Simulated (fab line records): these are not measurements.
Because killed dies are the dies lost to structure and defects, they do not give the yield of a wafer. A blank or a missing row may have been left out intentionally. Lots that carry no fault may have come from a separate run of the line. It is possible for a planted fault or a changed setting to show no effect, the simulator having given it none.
A lot that was struck, set against a sound lot + flow sky130 + 15 out of 708 route steps
Sound: wafers L122.1, L122.3, L122.5. Struck: wafer L116.1. (L116.4 of the same lot was not struck and is left out.) The cause comes at the end.
Each step with rows lists, per side, the tool, then ch with its chambers, then its first start. Under that, the readings that differ: sound wafers + struck wafers + difference of the means + sigmas: that difference in standard deviations of wafers without a fault.
alike: readings whose means differ by less than 2 such deviations, and words and numbers that are the same on both sides. not compared: withheld readings, readings that some wafer has no value for, bounds like >300 that may hide the same value, and numbers for which the record gives no deviation and whose values overlap.
Wherever a step has rows on one side only, a row that says differs or no value, or a row with sigmas, the two part there. When numbers do not overlap yet have no deviation, they are printed without sigmas and do not part them. A reading missing from all wafers of one side parts the sides only when that side holds two or more wafers.

first, 1 step without rows for these wafers: SKY_POLY_GATE_CVD_03 (deposits Si3N4 from DCS/NH3, target thk 75 nm, time 1290 s).
SKY_POLY_GATE_THK_MEAS_04:
  sound on film metro-03 at day 21 16:16; struck on film metro-04 at day 19 18:55
  alike: POLY_GATE_CVD_03_THK
then, 8 steps without rows for these wafers: SKY_POLY_GATE_DEHYDRATE_05 (time 60 s); SKY_POLY_GATE_HMDS_06 (prime time 60 s); SKY_POLY_GATE_COAT_07 (resist thk 110 nm); SKY_POLY_GATE_COAT_08 (resist thk 450 nm); SKY_POLY_GATE_SOFTBAKE_09 (time 90 s); SKY_POLY_GATE_EXPOSE_10 (exposes mask P1M, target cd 150 nm); SKY_POLY_GATE_PEB_11; SKY_POLY_GATE_DEVELOP_12 (develop time 60 s).
SKY_POLY_GATE_CD_MEAS_13 targets a cd of 150 nm.
  sound on cd sem-01 at day 22 23:14; struck on cd sem-02 at day 21 01:41
  alike: cd nm
SKY_POLY_GATE_OVL_MEAS_14:
  sound on overlay-02 at day 22 23:21; struck on overlay-01 at day 21 01:49
  alike: POLY_GATE_OVL
SKY_POLY_GATE_ETCH_15: etches BARC in N2/H2, stops on SiO2, time 118.5 s, target depth 110 nm.
  sound on rie diel-01 ch 0,1,3, day 22 23:23; struck on rie diel-03 ch 0, day 21 01:50
| reading                                          | sound             | struck | difference | sigmas |
|--------------------------------------------------|-------------------|--------|------------|--------|
| oes product au (a.u.)                            | 0.712 0.716 0.716 | 0.702  | -0.013     | -3     |
| run length s (s)                                 | 147.4 147.4 147.2 | 151.2  | +3.9       | +9     |
| model.KrF-thick_of_POLY_GATE_COAT_08.thk nm (nm) | 341.6 344.6 344.1 | 339.4  | -4.0       |        |
| model.SiO2_of_SONOS_ONO_CVD_04.thk nm (nm)       | 4.131 4.153 4.172 | 3.868  | -0.284     |        |
  alike: bias w, chamber pressure mTorr, drypump motor current A, throttle valve pct
  not compared: rf hours counter h
SKY_POLY_GATE_ETCH_16: etches Si3N4 in CH3F/O2, stops on poly-Si, time 147.5 s, target depth 75 nm.
  sound on rie diel-01 ch 0,1,3, day 22 23:28; struck on rie diel-03 ch 0, day 21 01:56
  alike: bias w, chamber pressure mTorr, drypump motor current A, oes product au, run length s, throttle valve pct
  not compared: rf hours counter h
-- here the record skips 28 days between the struck wafers' starts before and after, leaving off in module POLY_GATE and picking up in module PAD_OPEN (first step shown: number 708 of the route) --
SKY_PAD_OPEN_PROBE_99:
  rows exist in the record for the struck wafers here (prober-02, day 48 22:22), but not for the sound ones

== WHERE THEY PART ==
Earliest at SKY_POLY_GATE_ETCH_15; latest, in this record, at SKY_PAD_OPEN_PROBE_99.

WHY: whatever the simulator had introduced
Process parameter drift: rie diel-03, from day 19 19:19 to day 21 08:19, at SKY_POLY_GATE_ETCH_15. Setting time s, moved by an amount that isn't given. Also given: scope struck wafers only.
